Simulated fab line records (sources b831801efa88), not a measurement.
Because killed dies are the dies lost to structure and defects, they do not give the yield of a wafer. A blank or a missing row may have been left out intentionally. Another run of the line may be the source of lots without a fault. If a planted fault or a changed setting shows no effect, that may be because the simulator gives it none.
Chamber matching | flow sfq line | SFQ_TRILAYER_I4_CMP_CMP_100 on cmp-02: 4 sister chambers
The step polishes SiO2. 4 wafers are shown with their chamber, then 7 later ones without.

## EACH WAFER AND ITS CHAMBER
wafer  | chamber | motor current A (A)
L618.1 | 3       | 9.3
L618.3 | 2       | 11.2
L619.3 | 1       | 11.4
L619.5 | 0       | 8.8

## WAFERS WITHOUT THEIR CHAMBER
wafer  | motor current A (A)
L619.6 | 9.2
L621.4 | 9.1
L621.5 | 11.5
L621.6 | 9.7
L622.2 | 11.5
L622.5 | 9.4
L622.6 | 10.6

## EACH ONE'S CHAMBER
wafer  | from the rows above     | in truth
L619.6 | can't be placed: 3 or 0 | 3
L621.4 | can't be placed: 3 or 0 | 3
L621.5 | can't be placed: 1 or 2 | 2
L621.6 | can't be placed: 3 or 0 | 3
L622.2 | can't be placed: 1 or 2 | 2
L622.5 | can't be placed: 3 or 0 | 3
L622.6 | can't be placed: 2 or 1 | 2
0 of 7 placed correctly. Can't be placed from these rows: 7 (the true chamber is among the candidates in 7). Placed wrongly: 0.
How it was worked out, from the rows above alone: a wafer's distance from a chamber is the root of the sum, over the readings, of the square of ((its reading less the chamber's mean) divided by the reading's scatter). The wafer belongs to the nearest chamber; if the next one is less than 2 further off, it can't be placed. A chamber's mean is the mean of its shown wafers. The scatter (one wafer shown for each chamber): square how far every hidden wafer sits from the nearest shown wafer, average those squares and take the square root.
